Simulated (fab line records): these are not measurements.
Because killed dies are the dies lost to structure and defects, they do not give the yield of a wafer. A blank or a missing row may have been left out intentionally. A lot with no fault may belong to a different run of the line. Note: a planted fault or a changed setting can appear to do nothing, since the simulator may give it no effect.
Matching of chambers / flow sky130 / cmp-01 running SKY_VIA1_CMP_02: 4 sister chambers
The step polishes SiO2. 8 wafers are shown with their chamber, then 7 later ones without.

## WAFERS, EACH WITH ITS CHAMBER
wafer=L645.5; chamber=3; motor_current_A (A)=12.1; platen_rpm (rpm)=60.07
wafer=L649.3; chamber=3; motor_current_A (A)=12.0; platen_rpm (rpm)=60.01
wafer=L649.5; chamber=1; motor_current_A (A)=11.6; platen_rpm (rpm)=60.05
wafer=L650.1; chamber=0; motor_current_A (A)=12.2; platen_rpm (rpm)=60.01
wafer=L650.3; chamber=1; motor_current_A (A)=11.5; platen_rpm (rpm)=59.97
wafer=L650.5; chamber=2; motor_current_A (A)=13.0; platen_rpm (rpm)=60.09
wafer=L655.1; chamber=2; motor_current_A (A)=12.9; platen_rpm (rpm)=60.01
wafer=L655.3; chamber=0; motor_current_A (A)=12.5; platen_rpm (rpm)=59.93

## WAFERS MISSING THEIR CHAMBER
wafer=L655.6; motor_current_A (A)=12.2; platen_rpm (rpm)=60.02
wafer=L661.3; motor_current_A (A)=12.7; platen_rpm (rpm)=59.98
wafer=L661.4; motor_current_A (A)=12.2; platen_rpm (rpm)=59.94
wafer=L661.5; motor_current_A (A)=12.3; platen_rpm (rpm)=59.98
wafer=L664.2; motor_current_A (A)=12.1; platen_rpm (rpm)=60.09
wafer=L664.3; motor_current_A (A)=11.9; platen_rpm (rpm)=60.01
wafer=L664.4; motor_current_A (A)=11.4; platen_rpm (rpm)=60.00

## WHICH CHAMBER EACH ONE RAN IN
wafer=L655.6; from the rows above=can't be placed: 3 or 0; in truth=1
wafer=L661.3; from the rows above=can't be placed: 2 or 0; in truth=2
wafer=L661.4; from the rows above=can't be placed: 0 or 3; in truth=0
wafer=L661.5; from the rows above=can't be placed: 0 or 3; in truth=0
wafer=L664.2; from the rows above=3; in truth=3
wafer=L664.3; from the rows above=can't be placed: 3 or 1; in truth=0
wafer=L664.4; from the rows above=1; in truth=1
2 of 7 placed correctly. Unplaceable from these rows: 5, with the true chamber sitting among the candidates in 3. Placed wrongly: 0.
How it was worked out, from the rows above alone: a wafer's distance from a chamber is the root of the sum, over the readings, of the square of ((its reading less the chamber's mean) divided by the reading's scatter). The wafer belongs to the nearest chamber; if the next one is less than 2 further off, it can't be placed. The mean given for a chamber averages the wafers shown for that chamber. The scatter: the root of (the sum of the squares of (reading less its chamber's mean) over the shown wafers, divided by (wafers less chambers)).
